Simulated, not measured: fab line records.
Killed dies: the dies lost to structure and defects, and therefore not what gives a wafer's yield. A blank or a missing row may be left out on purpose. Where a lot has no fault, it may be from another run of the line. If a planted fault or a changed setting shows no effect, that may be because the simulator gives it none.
Struck lot and sound lot, side by side ; flow gf180mcu ; 14 steps out of a route of 602
Sound: these wafers, L373.2, L373.4, L373.5. The struck wafers were L380.2, L380.4, L380.6. The cause is given at the end.
For every step that has rows: the tool of each side, followed by ch and its chambers, followed by its first start. Under that, the readings that differ: sound wafers ; struck wafers ; difference of the means ; sigmas: that difference in standard deviations of wafers without a fault.
alike: a reading whose means differ by less than 2 such deviations, as well as words and numbers matching on both sides. not compared: withheld readings; readings where some wafer has no value; bounds like >300 that might hide an equal value; numbers whose values overlap and for which the record gives no deviation.
Wherever a step has rows on one side only, a row that says differs or no value, or a row with sigmas, the two part there. Numbers that don't overlap but have no deviation are shown without sigmas and don't part them. Lack of a reading on every wafer of one side parts them only where that side has two or more wafers.

first, 2 steps without rows for these wafers: GF_M4_CLEAN_19 (cleans in DIW); GF_V4_CVD_00 (deposits SiO2, target thk 600 nm, time 100 s).
GF_V4_THK_MEAS_01:
  sound: film_metro-03 at day 25 23:52; struck: film_metro-03 at day 28 02:54
  alike: V4_CVD_00_THK
GF_V4_CVD_02: deposits SiO2 from TEOS, target thk 850 nm, time 94.851 s.
  sound on pecvd-03 ch 0,2, day 25 23:55; struck on pecvd-04 ch 0,1,2, day 28 02:57
  alike: heater_power_w
GF_V4_THK_MEAS_03:
  sound: film_metro-04 at day 25 23:59; struck: film_metro-04 at day 28 03:01
  alike: V4_CVD_02_THK
GF_V4_CMP_04: polishes SiO2.
  sound on cmp-02 ch 0,1,3, day 26 00:02; struck on cmp-01 ch 1,2, day 28 03:04
  alike: head_pressure_psi, motor_current_A, time_to_endpoint_s
GF_V4_BOW_MEAS_05:
  sound: film_metro-04 at day 26 00:22; struck: film_metro-03 at day 28 03:23
  alike: V4_BOW
then, 5 steps without rows for these wafers: GF_V4_DEHYDRATE_06 (time 60 s); GF_V4_HMDS_07 (prime time 60 s); GF_V4_COAT_08; GF_V4_COAT_09 (resist thk 1000 nm); GF_V4_SOFTBAKE_10 (time 60 s).
GF_V4_EXPOSE_11: exposes mask Via4, target cd 260 nm.
  sound on krf_scanner-02 ch 0, day 26 10:38; struck on krf_scanner-01, day 28 13:18
  no value came back on the struck wafers for exposure_dose_mJ_cm2, focus_offset_nm (nm), stage_vel_mm_s (mm/s); on the sound wafers exposure_dose_mJ_cm2 reads 38.03 38.00 38.02
  alike: mask
then, 1 step without rows for these wafers: GF_V4_PEB_12 (peb time 90 s).

== WHERE THEY PART ==
GF_V4_EXPOSE_11 only, going by this record.

WHY: the cause the simulator had injected
Whole step skipped at GF_V4_EXPOSE_11 on krf_scanner-01, starting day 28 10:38. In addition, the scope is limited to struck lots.
